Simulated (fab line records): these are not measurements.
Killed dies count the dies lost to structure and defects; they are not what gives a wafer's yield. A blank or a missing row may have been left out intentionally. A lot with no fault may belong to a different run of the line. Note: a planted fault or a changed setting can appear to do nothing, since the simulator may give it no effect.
fab line records	flow sky130
record: lots: 13	wafers: 39	last-day: 52
route steps=708 shown SONOS_ONO@173 POLY_GATE@230 LDD_N@244
lots untouched by any fault: they come from a run of this same line in which no faults occurred
start-h: hours from the record's opening day to when the first of the lot's shown wafers began	wait-h: how many hours have passed since the lot's step before this one	" as in the row above	L1.1+2: a row that stands for several wafers	- either no value or no given start	* or withheld: withheld	< > ~ a bound
route shown NAME@n: names a module that has steps shown in the file, with the first one's number in the route	usual: the fault-free wafers' mean and standard deviation	same: alike in all rows	chamber/n: place in a boat	sites: per-site readings	_std_site: standard deviation of those values	_edge_site: outer sites' mean less inner sites'	radius-mm: how far each site lies from the wafer's centre	mask NAME#n: copy n	behind: the tool/chamber that last shaped the wafer	hold: reason for holding the lot/hours on hold/outcome of the hold	device: the transistor (n, p or np) that didn't switch	end of line: tests run on the same wafers once the route is complete	a step with no rows: only its recipe	killed: dies that structure and defects cost at the first sort, which is not the same as the wafer's yield	map: a wafer's dies, x killed, . not, _ none there
set.NAME: the setting as run; set.NAME@STEP: as run at that earlier step	model.NAME: the simulator's own value behind a step, which no gauge read
one table for each step of the route and one row for each wafer, over a sample of lots
services: from which hour (start-h, from the record's first day; less than 0 if before it) a tool's chamber was out of use, for how many hours, and why
== steps ==
step: SKY_SONOS_ONO_THK_MEAS_05
recipe: reads: SiO2_of_SONOS_ONO_CVD_04
usual: SONOS_ONO_CVD_04_THK: 5.67/0.1
lot.wafer	tool	chamber	start-h	wait-h	SONOS_ONO_CVD_04_THK[nm]
L119.1	film-metro-02	-	284.08	0.0	5.62
L119.3	"	-	"	"	5.44
L119.5	"	-	"	"	5.60
L120.1	film-metro-01	-	289.33	0.0	5.67
L120.4	"	-	"	"	5.64
L120.5	"	-	"	"	5.71
L122.2	film-metro-04	-	301.34	0.0	5.59
L122.3	"	-	"	"	5.58
L122.6	"	-	"	"	5.64
L123.2	film-metro-01	-	306.06	0.0	5.68
L123.4	"	-	"	"	5.67
L123.6	"	-	"	"	5.61
L127.1	film-metro-02	-	310.31	0.0	5.66
L127.4	"	-	"	"	5.58
L127.5	"	-	"	"	5.56
L128.2	film-metro-01	-	310.32	0.0	5.83
L128.4	"	-	"	"	5.76
L128.6	"	-	"	"	5.64
L131.2	film-metro-01	-	311.57	0.0	5.73
L131.4	"	-	"	"	5.77
L131.6	"	-	"	"	5.85
L133.2	film-metro-01	-	454.41	0.0	5.63
L133.4	"	-	"	"	5.50
L133.5	"	-	"	"	5.66
L134.3	film-metro-02	-	465.96	0.0	5.72
L134.4	"	-	"	"	5.77
L134.5	"	-	"	"	5.78
L137.1	film-metro-01	-	471.54	0.0	5.55
L137.2	"	-	"	"	5.64
L137.4	"	-	"	"	5.73
L139.1	film-metro-01	-	472.79	0.0	5.58
L139.3	"	-	"	"	5.64
L139.5	"	-	"	"	5.80
L140.4	film-metro-02	-	477.72	0.0	5.77
L140.5	"	-	"	"	5.81
L140.6	"	-	"	"	5.77
L141.1	film-metro-04	-	481.50	0.1	5.59
L141.2	"	-	"	"	5.71
L141.4	"	-	"	"	5.59
step: SKY_POLY_GATE_ETCH_16
recipe: stop-on: poly-Si	chemistry: CH3F/O2	target: Si3N4	source-w: 400	bias-w: 80	pressure-mtorr: 25	ch3f-flow-sccm: 40	O2_flow_sccm: 30	time-s: 147.5	target-depth-a: 750
usual: drypump-motor-current-A: 5.8/0.59	oes-product-au: 0.638/0.0054	throttle-valve-pct: 10.534/0.0096
lot.wafer	tool	chamber	start-h	wait-h	drypump-motor-current-A	oes-product-au	rf-hours-counter-h	throttle-valve-pct
L119.1	rie-diel-01	0	401.28	0.0	5.2	0.645	0	10.541
L119.3	"	1	"	"	5.8	0.637	11	10.527
L119.5	"	2	"	"	5.5	0.645	-	10.520
L120.1	rie-diel-04	1	407.03	0.0	6.7	0.637	87	10.542
L120.4	"	1	"	"	6.7	0.634	-	10.518
L120.5	"	2	"	"	6.6	0.641	-	10.516
L122.2	rie-diel-03	2	424.23	0.0	4.9	0.643	75	10.561
L122.3	"	0	"	"	5.3	0.638	21	10.538
L122.6	"	1	"	"	6.5	0.640	-	10.517
L123.2	rie-diel-03	0	427.21	0.0	5.3	0.627	21	10.517
L123.4	"	3	"	"	6.3	0.639	12	10.511
L123.6	"	3	"	"	6.3	0.633	-	10.542
L127.1	rie-diel-01	1	434.01	0.0	5.8	0.637	12	10.531
L127.4	"	0	"	"	5.2	0.645	-	10.528
L127.5	"	2	"	"	5.5	0.635	-	10.529
L128.2	rie-diel-04	2	434.33	0.0	6.6	0.641	29	10.540
L128.4	"	1	"	"	6.7	0.644	88	10.548
L128.6	"	0	"	"	5.7	0.640	-	10.543
L131.2	rie-diel-03	0	439.33	0.0	5.3	0.640	21	10.529
L131.4	"	1	"	"	6.5	0.631	3	10.539
L131.6	"	3	"	"	6.3	0.638	-	10.547
L133.2	rie-diel-03	0	582.68	0.0	5.3	0.639	23	10.546
L133.4	"	1	"	"	6.4	0.634	-	10.528
L133.5	"	3	"	"	6.3	0.647	-	10.549
L134.3	rie-diel-03	3	596.43	0.0	6.3	0.641	14	10.529
L134.4	"	3	"	"	6.3	0.644	-	10.522
L134.5	"	0	"	"	5.3	0.639	-	10.532
L137.1	rie-diel-04	3	602.96	0.0	6.1	0.632	2	10.536
L137.2	"	1	"	"	6.7	0.640	1	10.532
L137.4	"	2	"	"	6.6	0.645	33	10.537
L139.1	rie-diel-01	1	603.31	0.0	5.8	0.641	15	10.539
L139.3	"	0	"	"	5.2	0.635	4	10.529
L139.5	"	2	"	"	5.4	0.633	-	10.547
L140.4	rie-diel-01	2	609.41	0.0	5.5	0.639	9	10.530
L140.5	"	2	"	"	5.4	0.641	-	10.523
L140.6	"	1	"	"	5.8	0.638	-	10.534
L141.1	rie-diel-03	0	611.83	0.0	5.3	0.648	24	10.548
L141.2	"	3	"	"	6.3	0.633	15	10.528
L141.4	"	1	"	"	6.4	0.636	6	10.535
step: SKY_POLY_GATE_ETCH_17
recipe: target-depth-nm: 180	stop-on: SiO2	over-etch-frac: 0.56667	chemistry: HBr/Cl2	target: poly-Si	icp-w: 400	bias-w: 100	pressure-mtorr: 10	HBr_flow_sccm: 150	Cl2_flow_sccm: 50	time-s: 70.5
usual: drypump-motor-current-A: 5.9/0.3	mfc-cl2-sccm: 49.99/0.16	oes-product-au: 0.979/0.0088	throttle-valve-pct: 33.684/0.0093
lot.wafer	tool	chamber	start-h	wait-h	drypump-motor-current-A	mfc-cl2-sccm	oes-product-au	rf-hours-counter-h	throttle-valve-pct
L119.1	rie-si-02	0	401.37	0.0	5.6	50.05	0.961	1	33.694
L119.3	"	3	"	"	5.9	49.99	0.982	22	33.675
L119.5	"	2	"	"	6.3	49.76	0.981	-	33.671
L120.1	rie-si-02	0	407.13	0.0	5.7	50.03	0.959	1	33.675
L120.4	"	3	"	"	5.9	50.01	0.979	22	33.699
L120.5	"	2	"	"	6.3	50.12	0.985	-	33.675
L122.2	rie-si-01	0	424.33	0.0	6.0	49.96	0.987	21	33.675
L122.3	"	2	"	"	5.5	49.91	0.984	3	33.685
L122.6	"	2	"	"	5.5	50.04	0.975	-	33.679
L123.2	rie-si-01	3	427.31	0.0	6.2	49.97	0.973	2	33.669
L123.4	"	0	"	"	6.0	50.01	0.978	21	33.688
L123.6	"	1	"	"	6.2	50.04	0.985	-	33.673
L127.1	rie-si-02	3	434.10	0.0	5.9	49.84	0.986	22	33.682
L127.4	"	2	"	"	6.3	50.06	0.987	0	33.694
L127.5	"	3	"	"	5.9	50.16	0.994	-	33.685
L128.2	rie-si-01	3	434.43	0.0	6.2	50.16	0.983	2	33.685
L128.4	"	1	"	"	6.3	50.06	0.977	3	33.697
L128.6	"	1	"	"	6.3	50.27	0.975	-	33.672
L131.2	rie-si-02	3	439.43	0.0	5.9	49.82	0.987	22	33.680
L131.4	"	2	"	"	6.3	50.02	0.999	-	33.681
L131.6	"	3	"	"	5.9	50.06	0.995	-	33.677
L133.2	rie-si-01	0	582.78	0.0	6.0	49.82	0.985	22	33.680
L133.4	"	2	"	"	5.5	49.70	0.968	4	33.679
L133.5	"	3	"	"	6.2	50.10	0.976	-	33.676
L134.3	rie-si-02	0	596.53	0.0	5.6	50.36	0.955	2	33.686
L134.4	"	3	"	"	5.9	50.09	0.977	23	33.708
L134.5	"	2	"	"	6.3	49.92	0.977	-	33.688
L137.1	rie-si-01	3	603.06	0.0	6.2	50.19	0.977	3	33.695
L137.2	"	0	"	"	6.0	49.99	0.983	22	33.681
L137.4	"	1	"	"	6.2	49.94	0.832	4	33.697
L139.1	rie-si-02	1	603.41	0.0	5.5	49.97	0.978	5	33.671
L139.3	"	2	"	"	6.3	50.09	0.989	1	33.687
L139.5	"	3	"	"	5.9	50.23	0.985	-	33.680
L140.4	rie-si-02	2	609.51	0.0	6.3	49.92	0.975	1	33.686
L140.5	"	0	"	"	5.7	50.05	0.967	-	33.664
L140.6	"	3	"	"	5.9	49.78	0.981	-	33.667
L141.1	rie-si-02	2	611.93	0.0	6.3	50.15	0.975	1	33.699
L141.2	"	1	"	"	5.5	49.96	0.967	5	33.692
L141.4	"	3	"	"	5.9	49.90	0.986	23	33.691
step: SKY_POLY_GATE_STRIP_18
recipe: chemistry: O2/N2	power-w: 1400	pressure-mtorr: 1500	platen-temp-c: withheld	o2-flow-sccm: 3000	n2-flow-sccm: 300	overash-fraction: 0.5
usual: drypump-motor-current-A: 5.80/0.054	oes-product-au: 0.362/0.0049	strip-time-to-endpoint-s: 3.19/0.055
lot.wafer	tool	chamber	start-h	wait-h	drypump-motor-current-A	oes-product-au	rf-hours-counter-h	strip-time-to-endpoint-s
L119.1	plasma-asher-01	1	401.43	0.0	5.75	0.359	66	3.19
L119.3	"	0	"	"	5.93	0.357	-	3.12
L119.5	"	1	"	"	5.72	0.360	-	3.14
L120.1	plasma-asher-02	0	407.19	0.0	5.80	0.360	71	3.14
L120.4	"	0	"	"	5.80	0.356	-	3.10
L120.5	"	0	"	"	5.80	0.364	-	3.07
L122.2	plasma-asher-04	1	424.39	0.0	5.80	0.357	28	3.19
L122.3	"	0	"	"	5.80	0.362	-	3.20
L122.6	"	0	"	"	5.80	0.357	-	3.15
L123.2	plasma-asher-02	0	427.37	0.0	5.80	0.372	73	3.24
L123.4	"	0	"	"	5.78	0.358	-	3.25
L123.6	"	0	"	"	5.81	0.362	-	3.24
L127.1	plasma-asher-04	0	434.16	0.0	5.79	0.362	29	3.09
L127.4	"	1	"	"	5.76	0.353	-	3.12
L127.5	"	1	"	"	5.80	0.362	-	3.13
L128.2	plasma-asher-02	1	434.49	0.0	5.75	0.355	74	3.11
L128.4	"	1	"	"	5.78	0.361	-	3.14
L128.6	"	0	"	"	5.77	0.365	-	3.29
L131.2	plasma-asher-04	1	439.52	0.1	5.81	0.364	30	3.20
L131.4	"	0	"	"	5.78	0.359	-	3.13
L131.6	"	0	"	"	5.77	0.359	-	3.21
L133.2	plasma-asher-02	1	582.84	0.0	5.78	0.361	90	3.20
L133.4	"	1	"	"	5.74	0.361	-	3.18
L133.5	"	0	"	"	5.79	0.362	-	3.23
L134.3	plasma-asher-04	0	596.62	0.1	5.80	0.369	-	3.27
L134.4	"	1	"	"	5.79	0.372	-	3.24
L134.5	"	1	"	"	5.77	0.360	-	3.19
L137.1	plasma-asher-01	1	603.11	0.0	5.74	0.359	18	3.23
L137.2	"	0	"	"	5.93	0.354	18	3.05
L137.4	"	1	"	"	5.80	0.372	-	3.37
L139.1	plasma-asher-04	0	603.46	0.0	5.81	0.370	46	3.11
L139.3	"	0	"	"	5.82	0.359	-	3.14
L139.5	"	1	"	"	5.77	0.361	-	3.16
L140.4	plasma-asher-04	0	609.60	0.1	5.79	0.362	-	3.19
L140.5	"	1	"	"	5.77	0.362	-	3.20
L140.6	"	0	"	"	5.80	0.364	-	3.12
L141.1	plasma-asher-01	1	611.99	0.0	5.75	0.355	18	3.21
L141.2	"	0	"	"	5.93	0.367	18	3.26
L141.4	"	0	"	"	5.93	0.361	-	3.18
step: SKY_LDD_N_OVL_MEAS_07
usual: LDD_N_OVL: -1.1/1.7
lot.wafer	tool	chamber	start-h	wait-h	LDD_N_OVL[nm]
L119.1	overlay-02	-	435.12	0.1	-0.2
L119.3	"	-	"	"	-0.2
L119.5	"	-	"	"	-0.4
L120.1	overlay-02	-	442.02	0.1	1.1
L120.4	"	-	"	"	0.6
L120.5	"	-	"	"	1.0
L122.2	overlay-01	-	458.07	0.1	0.9
L122.3	"	-	"	"	-0.1
L122.6	"	-	"	"	-0.1
L123.2	overlay-01	-	461.18	0.1	-1.6
L123.4	"	-	"	"	-2.2
L123.6	"	-	"	"	-2.2
L127.1	overlay-02	-	468.07	0.1	0.3
L127.4	"	-	"	"	-1.8
L127.5	"	-	"	"	-2.4
L128.2	overlay-01	-	468.37	0.1	-4.7
L128.4	"	-	"	"	-3.2
L128.6	"	-	"	"	-1.2
L131.2	overlay-01	-	473.70	0.1	-1.5
L131.4	"	-	"	"	-1.9
L131.6	"	-	"	"	-3.7
L133.2	overlay-01	-	614.92	0.1	1.3
L133.4	"	-	"	"	2.4
L133.5	"	-	"	"	3.1
L134.3	overlay-01	-	628.21	0.1	-0.7
L134.4	"	-	"	"	-0.9
L134.5	"	-	"	"	0.3
L137.1	overlay-02	-	633.79	0.1	-2.8
L137.2	"	-	"	"	0.6
L137.4	"	-	"	"	0.0
L139.1	overlay-01	-	634.42	0.1	-1.2
L139.3	"	-	"	"	-2.4
L139.5	"	-	"	"	-2.3
L140.4	overlay-01	-	640.71	0.1	-1.5
L140.5	"	-	"	"	-2.5
L140.6	"	-	"	"	-2.1
L141.1	overlay-01	-	642.79	0.1	-1.0
L141.2	"	-	"	"	-0.3
L141.4	"	-	"	"	-2.7
== services ==
tool	chamber	start-h	hours	kind
rie-si-02	-	385.75	15.2	repair
plasma-asher-04	-	395.99	1.9	repair
rie-diel-04	3	406.04	24.0	repair
rie-diel-04	2	411.16	4.9	repair
rie-diel-04	-	411.20	14.6	pm
plasma-asher-01	-	421.25	9.0	pm
rie-si-02	1	435.78	11.7	repair
rie-diel-01	-	437.59	1.0	repair
rie-si-02	0	438.75	7.0	repair
rie-diel-04	1	457.20	9.7	repair
plasma-asher-02	-	461.82	1.2	repair
plasma-asher-04	-	480.39	2.8	pm
plasma-asher-04	-	485.57	3.0	repair
plasma-asher-01	-	493.92	2.3	repair
rie-si-02	-	507.80	2.8	pm
rie-diel-03	3	515.39	4.1	repair
rie-diel-03	2	515.93	7.3	repair
plasma-asher-01	-	516.65	1.2	repair
plasma-asher-02	-	528.37	0.6	repair
rie-diel-03	-	557.58	14.6	pm
rie-diel-01	2	562.10	4.1	repair
rie-diel-04	-	569.21	2.8	pm
rie-diel-03	2	574.98	-	clean
rie-diel-03	2	574.98	25.4	scheduled-down
== key ==
first-sign: step: SKY_POLY_GATE_ETCH_17	reading: oes-product-au	direction: down	sigmas: 17	usual: 0.979	struck: 0.832
effect: step: SKY_POLY_GATE_STRIP_18	reading: strip-time-to-endpoint-s	direction: up	sigmas: 3.4	usual: *	struck: *
met-at SKY_POLY_GATE_ETCH_17
struck-lots L137
struck-wafers L137.4
later-rows-left-out L137.4
sort-left-out L137.4
tester-left-out L137
not-acting-at SKY_SONOS_ONO_THK_MEAS_05,SKY_POLY_GATE_ETCH_16,SKY_LDD_N_OVL_MEAS_07
onset-between 582.78 603.06
fault: kind: process-parameter-drift	tool: rie-si-01	chamber: -	onset-h: 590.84	steps: SKY_POLY_GATE_ETCH_17	channel: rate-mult	offset: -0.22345	shape: step	end-h: 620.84	scope: struck-wafers-only
tester-left-out: of these lots the tester's yield and bins aren't shown, on N5 and GAA mostly nor the transistor test; their killed dies are dies lost to structure and defects alone, not to doping, threshold or leakage, so they don't give the yield
sort-left-out: the simulated sort isn't trusted on such a fault, so these wafers' sort isn't shown, and their yield isn't known
later-rows-left-out: the simulator's readings of these wafers behind a module that went badly wrong aren't trusted and aren't shown, but for the sort
